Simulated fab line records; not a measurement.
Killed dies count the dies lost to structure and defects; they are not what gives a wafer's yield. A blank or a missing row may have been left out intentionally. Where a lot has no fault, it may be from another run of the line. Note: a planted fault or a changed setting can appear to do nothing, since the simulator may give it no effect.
Which tool was responsible? + flow sky130 + 72 wafers from 24 lots sampled at 4 of the route's 708 steps

== WHAT THE GAUGES SHOWED, per wafer ==
SKY_CAP2M_THK_MEAS_04: measures by xrf.
| lot  | measured     | on           | CAP2M_TIN_THK (nm) |
|------|--------------|--------------|--------------------|
| L074 | day 40 16:40 | filmMetro-03 | 207 205 207        |
| L075 | day 40 17:36 | filmMetro-02 | 204 206 202        |
| L077 | day 40 18:11 | filmMetro-01 | 203 208 204        |
| L076 | day 40 19:40 | filmMetro-02 | 201 199 199        |
| L078 | day 42 13:01 | filmMetro-01 | 206 209 206        |
| L079 | day 42 13:18 | filmMetro-03 | 208 202 206        |
| L081 | day 42 14:50 | filmMetro-03 | 209 206 207        |
| L080 | day 42 16:01 | filmMetro-02 | 203 207 204        |
| L082 | day 42 16:21 | filmMetro-02 | 202 200 208        |
| L084 | day 42 22:11 | filmMetro-01 | 210 207 211        |
| L083 | day 43 00:02 | filmMetro-02 | 205 207 205        |
| L085 | day 43 01:09 | filmMetro-01 | 207 209 211        |
| L086 | day 43 02:18 | filmMetro-01 | 208 206 206        |
| L087 | day 43 11:21 | filmMetro-01 | 207 203 206        |
| L088 | day 43 21:19 | filmMetro-03 | 208 206 206        |
| L089 | day 43 22:12 | filmMetro-02 | 203 205 201        |
| L090 | day 44 12:19 | filmMetro-02 | 204 204 203        |
| L091 | day 44 14:57 | filmMetro-03 | 203 205 207        |
| L092 | day 44 19:37 | filmMetro-01 | 201 207 207        |
| L093 | day 45 08:18 | filmMetro-01 | 207 206 202        |
| L094 | day 45 11:51 | filmMetro-02 | 205 207 203        |
| L095 | day 45 21:17 | filmMetro-02 | 205 210 201        |
| L096 | day 45 22:40 | filmMetro-03 | 209 207 205        |
| L097 | day 46 04:20 | filmMetro-01 | 208 206 207        |

SKY_METAL4_OVL_MEAS_14.
| lot  | measured     | on         | METAL4_OVL (nm) |
|------|--------------|------------|-----------------|
| L074 | day 42 17:27 | overlay-01 | 12 1 10         |
| L075 | day 42 18:05 | overlay-01 | 4 -1 8          |
| L077 | day 42 18:20 | overlay-02 | -7 -5 -2        |
| L076 | day 42 19:20 | overlay-02 | 9 2 11          |
| L078 | day 44 11:24 | overlay-01 | -3 -4 4         |
| L079 | day 44 11:32 | overlay-02 | 9 -2 5          |
| L081 | day 44 12:05 | overlay-02 | 7 5 8           |
| L080 | day 44 12:44 | overlay-02 | 9 -1 5          |
| L082 | day 44 13:53 | overlay-02 | 4 3 3           |
| L084 | day 44 19:12 | overlay-02 | 12 0 8          |
| L083 | day 44 21:23 | overlay-02 | -4 -1 -8        |
| L085 | day 44 21:44 | overlay-02 | -3 4 -3         |
| L086 | day 44 22:42 | overlay-02 | 4 -1 1          |
| L087 | day 45 08:53 | overlay-02 | 4 9 5           |
| L088 | day 45 17:32 | overlay-01 | -1 6 8          |
| L089 | day 45 19:00 | overlay-02 | 2 7 6           |
| L090 | day 46 07:38 | overlay-01 | 6 14 6          |
| L091 | day 46 10:47 | overlay-02 | 2 1 4           |
| L092 | day 46 14:23 | overlay-02 | -7 4 2          |
| L093 | day 47 01:38 | overlay-02 | 12 4 3          |
| L094 | day 47 04:58 | overlay-02 | 2 0 2           |
| L095 | day 47 13:14 | overlay-02 | 1 7 3           |
| L096 | day 47 15:14 | overlay-01 | 22 10 16        |
| L097 | day 47 21:08 | overlay-01 | -9 -7 -7        |

== WHAT TOOL EACH LOT RAN ON (gives the tool, then ch and the chambers of the sampled wafers, and finally the start) ==
| lot  | SKY_CAP2M_SPUTTER_02        | SKY_CAP2M_METAL_ETCH_13          |
|------|-----------------------------|----------------------------------|
| L074 | pvdSputter-01, day 40 16:25 | rieMetal-02 ch 0,1, day 41 16:53 |
| L075 | pvdSputter-04, day 40 17:22 | rieMetal-01 ch 0,1, day 41 17:27 |
| L077 | pvdSputter-04, day 40 17:56 | rieMetal-04 ch 0,1, day 41 17:47 |
| L076 | pvdSputter-01, day 40 19:24 | rieMetal-04 ch 0,1, day 41 19:14 |
| L078 | pvdSputter-01, day 42 12:46 | rieMetal-01 ch 0, day 43 11:45   |
| L079 | pvdSputter-03, day 42 13:04 | rieMetal-02 ch 0,1, day 43 11:57 |
| L081 | pvdSputter-01, day 42 14:37 | rieMetal-02 ch 0,1, day 43 12:43 |
| L080 | pvdSputter-03, day 42 15:47 | rieMetal-02 ch 0,1, day 43 13:37 |
| L082 | pvdSputter-03, day 42 16:07 | rieMetal-04 ch 1, day 43 14:33   |
| L084 | pvdSputter-03, day 42 21:56 | rieMetal-01 ch 1, day 43 20:10   |
| L083 | pvdSputter-01, day 42 23:47 | rieMetal-01 ch 0,1, day 43 22:28 |
| L085 | pvdSputter-04, day 43 00:55 | rieMetal-04 ch 0,1, day 43 22:39 |
| L086 | pvdSputter-01, day 43 02:04 | rieMetal-02 ch 0,1, day 43 23:35 |
| L087 | pvdSputter-04, day 43 11:07 | rieMetal-01 ch 0,1, day 44 09:22 |
| L088 | pvdSputter-03, day 43 21:04 | rieMetal-04 ch 0,1, day 44 19:21 |
| L089 | pvdSputter-04, day 43 21:58 | rieMetal-04 ch 0,1, day 44 20:36 |
| L090 | pvdSputter-04, day 44 12:05 | rieMetal-04 ch 0,1, day 45 10:22 |
| L091 | pvdSputter-01, day 44 14:43 | rieMetal-02 ch 0,1, day 45 13:15 |
| L092 | pvdSputter-03, day 44 19:23 | rieMetal-04 ch 0,1, day 45 16:48 |
| L093 | pvdSputter-01, day 45 08:04 | rieMetal-01 ch 0,1, day 46 05:00 |
| L094 | pvdSputter-04, day 45 11:39 | rieMetal-02 ch 0,1, day 46 08:47 |
| L095 | pvdSputter-03, day 45 21:04 | rieMetal-01 ch 0,1, day 46 16:01 |
| L096 | pvdSputter-03, day 45 22:26 | rieMetal-01 ch 1, day 46 18:18   |
| L097 | pvdSputter-04, day 46 04:07 | rieMetal-01 ch 0,1, day 47 00:03 |
- SKY_CAP2M_SPUTTER_02: material TiN, target thk 200 nm, time 166.7 s.
- SKY_CAP2M_METAL_ETCH_13: etches TiN in Cl2/BCl3, stops on SiO2, target depth 220 nm, time 62.9 s.

== AS READ BY THE TOOLS THEMSELVES (means over the sampled wafers that have a number; for cases with no such wafer, the mark the record gives instead) ==
SKY_CAP2M_SPUTTER_02.
| lot  | tool          | cathodeDcPowerW (W) | throttleValvePct (%) |
|------|---------------|---------------------|----------------------|
| L074 | pvdSputter-01 | 6602.3              | 30.7                 |
| L075 | pvdSputter-04 | 6602.9              | 30.1                 |
| L077 | pvdSputter-04 | 6602.7              | 29.2                 |
| L076 | pvdSputter-01 | 6603.4              | 30.0                 |
| L078 | pvdSputter-01 | 6602.7              | 30.6                 |
| L079 | pvdSputter-03 | 6602.2              | 29.9                 |
| L081 | pvdSputter-01 | 6603.2              | 30.3                 |
| L080 | pvdSputter-03 | 6603.1              | 29.7                 |
| L082 | pvdSputter-03 | 6603.3              | 30.1                 |
| L084 | pvdSputter-03 | 6602.9              | 29.6                 |
| L083 | pvdSputter-01 | 6603.0              | 30.2                 |
| L085 | pvdSputter-04 | 6603.2              | 30.2                 |
| L086 | pvdSputter-01 | 6603.0              | 30.2                 |
| L087 | pvdSputter-04 | 6602.5              | 30.9                 |
| L088 | pvdSputter-03 | 6603.3              | 29.9                 |
| L089 | pvdSputter-04 | 6604.0              | 30.9                 |
| L090 | pvdSputter-04 | 6602.0              | 30.4                 |
| L091 | pvdSputter-01 | 6603.3              | 30.7                 |
| L092 | pvdSputter-03 | 6602.4              | 30.4                 |
| L093 | pvdSputter-01 | 6602.3              | 29.9                 |
| L094 | pvdSputter-04 | 6603.3              | 30.1                 |
| L095 | pvdSputter-03 | 6603.1              | 30.4                 |
| L096 | pvdSputter-03 | 6603.3              | 30.1                 |
| L097 | pvdSputter-04 | 6603.8              | 31.0                 |

SKY_CAP2M_METAL_ETCH_13.
| lot  | tool        | drypumpMotorCurrentA (A) | oesProductAu (a.u.) | throttleValvePct (%) |
|------|-------------|--------------------------|---------------------|----------------------|
| L074 | rieMetal-02 | 6.2                      | 0.954               | 21.890               |
| L075 | rieMetal-01 | 5.3                      | 0.951               | 21.897               |
| L077 | rieMetal-04 | 6.0                      | 0.953               | 21.896               |
| L076 | rieMetal-04 | 6.0                      | 0.947               | 21.900               |
| L078 | rieMetal-01 | 5.3                      | 0.955               | 21.888               |
| L079 | rieMetal-02 | 6.2                      | 0.947               | 21.899               |
| L081 | rieMetal-02 | 6.0                      | 0.954               | 21.894               |
| L080 | rieMetal-02 | 6.0                      | 0.956               | 21.899               |
| L082 | rieMetal-04 | 6.1                      | 0.953               | 21.894               |
| L084 | rieMetal-01 | 5.3                      | 0.964               | 21.884               |
| L083 | rieMetal-01 | 5.3                      | 0.956               | 21.889               |
| L085 | rieMetal-04 | 6.0                      | 0.964               | 21.888               |
| L086 | rieMetal-02 | 5.9                      | 0.956               | 21.886               |
| L087 | rieMetal-01 | 5.3                      | 0.954               | 21.891               |
| L088 | rieMetal-04 | 6.0                      | 0.952               | 21.890               |
| L089 | rieMetal-04 | 5.9                      | 0.947               | 21.895               |
| L090 | rieMetal-04 | 5.9                      | 0.956               | 21.891               |
| L091 | rieMetal-02 | 6.2                      | 0.944               | 21.896               |
| L092 | rieMetal-04 | 5.9                      | 0.951               | 21.888               |
| L093 | rieMetal-01 | 5.3                      | 0.953               | 21.894               |
| L094 | rieMetal-02 | 6.0                      | 0.957               | 21.893               |
| L095 | rieMetal-01 | 5.3                      | 0.951               | 21.897               |
| L096 | rieMetal-01 | 5.3                      | 0.956               | 21.888               |
| L097 | rieMetal-01 | 5.3                      | 0.961               | 21.892               |

== THE ANSWER, worked out from the rows above alone ==
Rule: what is usual is taken from the lots themselves. Put in order of their means at a reading, lots are off if they are a third of the lots or fewer, leave a main group of 4 or more, and stand apart from it by a gap of 3 or more times the standard deviation of the main group's means; of several such gaps the widest counts. Not used: any main group whose means are identical at the precision the tables above print for the reading. A lot without any number at a reading at which 4 lots or more have one is off too. Any other lot the step has rows for is counted as sound. The gauges are gone through in route order, then the tools' own readings, and for those a lot's mean is taken as printed above. The first step at which some lot is off is used, and at that step the reading that is off furthest; a lot without a number counts as furthest.
No lot is off at any reading shown: from this, nothing can be told.

== WHAT WAS PUT IN BY THE SIMULATOR ==
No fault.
